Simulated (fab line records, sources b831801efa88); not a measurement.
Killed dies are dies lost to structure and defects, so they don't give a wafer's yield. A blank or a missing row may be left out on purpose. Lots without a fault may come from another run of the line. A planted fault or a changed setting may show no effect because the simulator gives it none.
fab line records | flow sfq_line
record lots=14 wafers=42 last_day=91
route steps=325 shown I1@84
lots that met no fault: from a run of the same line without faults
start_h: hours from the record's first day to the start of the lot's first wafer shown | wait_h: hours since the lot's step before | " the same as in the row above | L1.1+2: a row that stands for several wafers | - no value, or no start given | * or withheld: withheld | < > ~ a bound
route shown NAME@n: a module of which the file shows steps, and the number in the route of the first | usual: mean/standard deviation of fault-free wafers | same: alike in all rows | chamber/n: place in a boat | sites: the reading at each site | _std_site: their standard deviation | _edge_site: outer sites' mean less inner sites' | radius_mm: how far each site lies from the wafer's centre | mask NAME#n: copy n | behind: the tool/chamber that last shaped the wafer | hold: why the lot was held/for how many hours/how that ended | device: the transistor (n, p or np) that didn't switch | end of line: the same wafers' tests at the end of the route | a step without rows: its recipe alone | killed: dies lost to structure and defects at the first sort, not the wafer's yield | map: a wafer's dies, x killed, . not, _ none there
set.NAME: the setting as run; set.NAME@STEP: as run at that earlier step | model.NAME: the simulator's own value behind a step, which no gauge read
steps of the route over a sample of lots; a table a step, a row a wafer
services: from which hour (start_h, from the record's first day; less than 0 if before it) a tool's chamber was out of use, for how many hours, and why
## steps
# step SFQ_TRILAYER_I1_VIA_BARC_OPEN_VIA_ETCH_071
# recipe mask_material=PR chemistry=O2 target_depth_nm=125 target=BARC source_w=500 bias_w=80 pressure_mtorr=30 time_s=41.7
# usual bias_w=79.98/0.28 drypump_motor_current_A=5.6/0.43 oes_product_au=0.685/0.0045 rf_fwd_power_W=494.5/2.4
# columns lot.wafer tool chamber start_h wait_h bias_w drypump_motor_current_A oes_product_au rf_fwd_power_W rf_hours_counter_h
L885.2 rie_diel-04 0 569.70 0.0 79.98 5.0 0.682 495.7 2
L885.5 " 0 " " 79.65 5.0 0.680 491.6 -
L885.6 " 1 " " 80.10 6.0 0.686 492.8 -
L886.1 rie_diel-03 3 572.39 0.0 79.45 6.0 0.677 495.8 10
L886.2 " 2 " " 79.71 5.7 0.681 493.7 10
L886.4 " 0 " " 79.80 5.2 0.688 490.5 19
L887.1 rie_diel-02 3 575.39 0.0 79.59 5.4 0.691 494.7 56
L887.3 " 1 " " 79.78 6.0 0.687 499.7 72
L887.4 " 0 " " 80.02 5.1 0.684 495.5 62
L888.2 rie_diel-04 2 577.79 0.0 79.68 5.0 0.691 490.9 43
L888.4 " 3 " " 79.91 5.7 0.687 493.3 1
L888.5 " 2 " " 79.80 5.0 0.684 490.8 -
L889.4 rie_diel-04 0 583.74 0.0 80.01 5.0 0.682 492.6 2
L889.5 " 3 " " 79.17 5.7 0.680 493.6 -
L889.6 " 2 " " 79.46 5.0 0.684 493.0 -
L890.3 rie_diel-02 2 628.15 0.0 80.22 6.1 0.688 496.3 1
L890.4 " 3 " " 79.88 5.4 0.687 493.8 56
L890.6 " 2 " " 80.13 6.1 0.683 496.0 -
L891.2 rie_diel-04 2 668.99 0.0 79.73 5.0 0.691 491.0 45
L891.3 " 0 " " 80.21 5.0 0.689 493.6 3
L891.6 " 1 " " 79.91 6.0 0.688 494.1 -
L894.2 rie_diel-02 1 854.51 0.0 80.25 6.0 0.679 494.6 4
L894.3 " 2 " " 80.03 6.1 0.683 495.9 5
L894.6 " 2 " " 79.73 6.1 0.685 498.4 -
L895.2 rie_diel-02 1 870.00 0.0 79.30 6.0 0.681 495.7 4
L895.3 " 2 " " 80.07 6.1 0.696 495.2 6
L895.6 " 0 " " 98.24 5.0 0.689 496.7 -
L896.1 rie_diel-02 1 891.60 0.0 79.90 6.0 0.682 497.1 5
L896.3 " 0 " " 98.89 5.1 0.688 497.4 2
L896.4 " 3 " " 79.92 5.5 0.685 494.9 2
L901.1 rie_diel-03 2 930.00 0.0 80.28 5.8 0.684 493.5 15
L901.4 " 1 " " 79.87 5.8 0.681 498.2 -
L901.5 " 1 " " 80.43 5.8 0.689 496.3 -
L902.1 rie_diel-04 3 937.25 0.0 79.97 5.7 0.684 496.2 5
L902.5 " 0 " " 79.92 5.0 0.690 491.0 -
L902.6 " 1 " " 79.97 6.0 0.695 492.6 -
L904.1 rie_diel-03 0 949.18 0.0 79.91 5.2 0.689 489.9 0
L904.2 " 1 " " 79.92 5.8 0.683 498.4 7
L904.3 " 2 " " 79.84 5.8 0.686 494.4 15
L905.1 rie_diel-02 1 950.38 0.0 80.53 6.1 0.685 498.2 5
L905.3 " 0 " " 80.04 5.0 0.696 495.3 3
L905.5 " 0 " " 80.58 5.0 0.685 494.1 -
## services
# columns tool chamber start_h hours kind
rie_diel-02 3 598.52 12.4 repair
rie_diel-04 0 632.68 4.1 repair
rie_diel-02 1 635.55 - clean
rie_diel-02 1 635.55 19.9 scheduled_down
rie_diel-02 1 635.55 19.9 vent_cycle
rie_diel-04 3 644.72 5.7 repair
rie_diel-02 - 687.08 2.8 pm
rie_diel-02 0 696.05 - clean
rie_diel-02 0 696.05 30.2 scheduled_down
rie_diel-02 0 696.05 30.2 vent_cycle
rie_diel-03 2 704.23 4.7 repair
rie_diel-02 2 721.98 3.6 repair
rie_diel-03 1 728.98 40.1 repair
rie_diel-03 3 729.75 2.8 repair
rie_diel-02 3 731.50 - clean
rie_diel-02 3 731.50 19.2 scheduled_down
rie_diel-02 3 731.50 19.2 vent_cycle
rie_diel-04 2 777.17 - clean
rie_diel-04 2 777.17 31.9 scheduled_down
rie_diel-04 2 777.17 31.9 vent_cycle
rie_diel-02 2 837.48 7.4 repair
rie_diel-02 3 859.08 11.5 repair
rie_diel-03 3 921.76 18.6 repair
rie_diel-02 0 931.19 17.8 repair
## key
first_sign step=SFQ_TRILAYER_I1_VIA_BARC_OPEN_VIA_ETCH_071 reading=bias_w direction=up sigmas=65 usual=79.98 struck=98.57
effect none on later readings
met_at SFQ_TRILAYER_I1_VIA_BARC_OPEN_VIA_ETCH_071
struck_lots L895,L896
struck_wafers L895.6,L896.3
onset_between 575.39 870.00
fault kind=process_parameter_drift tool=rie_diel-02 chamber=0 onset_h=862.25 steps=SFQ_TRILAYER_I1_VIA_BARC_OPEN_VIA_ETCH_071 channel=bias_w offset=18.519 shape=step end_h=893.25 acts_in=these_recipes_only stated=80
